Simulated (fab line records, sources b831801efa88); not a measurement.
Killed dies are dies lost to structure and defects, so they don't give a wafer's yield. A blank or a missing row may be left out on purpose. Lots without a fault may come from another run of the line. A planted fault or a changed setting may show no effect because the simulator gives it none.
A struck lot beside a sound one | flow gf180mcu | 17 steps out of a route of 602
Sound: wafers L590.2, L590.3, L590.4. Struck: wafer L606.6. (L606.2, L606.3 of the same lot were not struck and are left out.) The cause comes at the end.
At each step with rows: each side's tool, then ch and its chambers, then its first start. Under that, the readings that differ: sound wafers | struck wafers | difference of the means | sigmas: that difference in standard deviations of wafers without a fault.
alike: readings whose means differ by less than 2 such deviations, and words and numbers that are the same on both sides. not compared: withheld readings, readings that some wafer has no value for, bounds like >300 that may hide the same value, and numbers for which the record gives no deviation and whose values overlap.
The two part at a step that has a row with sigmas, a row that says differs or no value, or rows on one side only. Numbers that don't overlap but have no deviation are shown without sigmas and don't part them. A reading that every wafer of one side lacks parts them only if that side has two wafers or more.

first, 3 steps without rows for these wafers: GF_V4_EXPOSE_11 (exposes mask Via4, target cd 260 nm); GF_V4_PEB_12 (peb time 90 s); GF_V4_DEVELOP_13 (develop time 60 s).
GF_V4_CD_MEAS_14: target cd 260 nm.
  sound on cd_sem-01, day 26 10:58; struck on cd_sem-01, day 31 04:23
  alike: cd_nm
GF_V4_OVL_MEAS_15:
  sound on overlay-01, day 26 11:04; struck on overlay-02, day 31 04:29
  alike: V4_OVL
GF_V4_ETCH_16: etches BARC in N2/H2.
  sound on rie_diel-01 ch 0,1, day 26 11:06; struck on rie_diel-02 ch 3, day 31 04:31
  reading                     | sound                | struck | difference | sigmas
  drypump_motor_current_A (A) | 5.8 5.5 5.5          | 6.5    | +0.9       | +2
  throttle_valve_pct (%)      | 13.216 13.227 13.228 | 13.242 | +0.018     | +2
  alike: oes_product_au
GF_V4_ETCH_17: etches SiO2 in C4F8/O2/Ar, stops on TiN, target depth 630 nm.
  sound on rie_diel-01 ch 0,1; struck on rie_diel-02 ch 3
  alike: oes_product_au
GF_V4_STRIP_18: strips in O2/N2.
  sound on plasma_asher-02 ch 0,1, day 26 11:14; struck on plasma_asher-01 ch 0, day 31 04:39
  reading                     | sound       | struck | difference | sigmas
  drypump_motor_current_A (A) | 5.0 5.0 5.3 | 6.4    | +1.3       | +3
  alike: heater_power_w, oes_product_au
  not compared: rf_hours_counter_h
then, 2 steps without rows for these wafers: GF_V4_STRIP_19 (strips in post etch residue remover, time 1200 s); GF_V4_CLEAN_20 (cleans in DIW).
GF_V4_SPUTTER_21: material Ti, target thk 15 nm, time 80.02 s.
  sound on pvd_sputter-04, day 26 11:46; struck on pvd_sputter-04, day 31 05:15
  alike: throttle_valve_pct
then, 1 step without rows for these wafers: GF_V4_SPUTTER_22 (material TiN, target thk 10 nm, time 40 s).
GF_V4_CVD_23: deposits W, target thk 350 nm, time 104.9 s.
  sound on cvd_w-02 ch 0,1, day 26 11:52; struck on cvd_w-01 ch 0, day 31 05:21
  reading                          | sound             | struck | difference | sigmas
  model.W_of_V4_CVD_23.thk_nm (nm) | 349.5 344.6 355.2 | 593.6  | +243.8     |
  alike: chamber_pressure_Torr, heater_power_w
GF_V4_RS_MEAS_24: measures by four-point-probe.
  sound on film_metro-01, day 26 11:59; struck on film_metro-03, day 31 05:29
  reading          | sound             | struck | difference | sigmas
  V4_W_RS (ohm/sq) | 0.328 0.332 0.323 | 0.191  | -0.137     | -36
GF_V4_THK_MEAS_25: measures by xrf.
  sound on film_metro-01, day 26 12:06; struck on film_metro-03, day 31 05:35
  not compared: V4_W_THK
GF_V4_CMP_26: polishes, stops on SiO2, t overpolish 15 s, target thk 0 nm.
  sound on cmp-02 ch 0,1,2, day 26 12:09; struck on cmp-01 ch 0, day 31 05:38
  reading                | sound          | struck | difference | sigmas
  time_to_endpoint_s (s) | 85.7 86.2 86.8 | 147.0  | +60.8      | +20
  alike: motor_current_A, slurry_filter_dp_kPa
GF_MIM_SPUTTER_00: material Ti, target thk 37.5 nm, time 150 s.
  sound on pvd_sputter-02, day 26 12:27; struck on pvd_sputter-02, day 31 05:56
  alike: throttle_valve_pct

WHERE THEY PART
First at GF_V4_ETCH_16; last, within this record, at GF_V4_CMP_26. Later steps at which nothing parts them and some readings are alike: GF_MIM_SPUTTER_00.

WHY: what the simulator had put in
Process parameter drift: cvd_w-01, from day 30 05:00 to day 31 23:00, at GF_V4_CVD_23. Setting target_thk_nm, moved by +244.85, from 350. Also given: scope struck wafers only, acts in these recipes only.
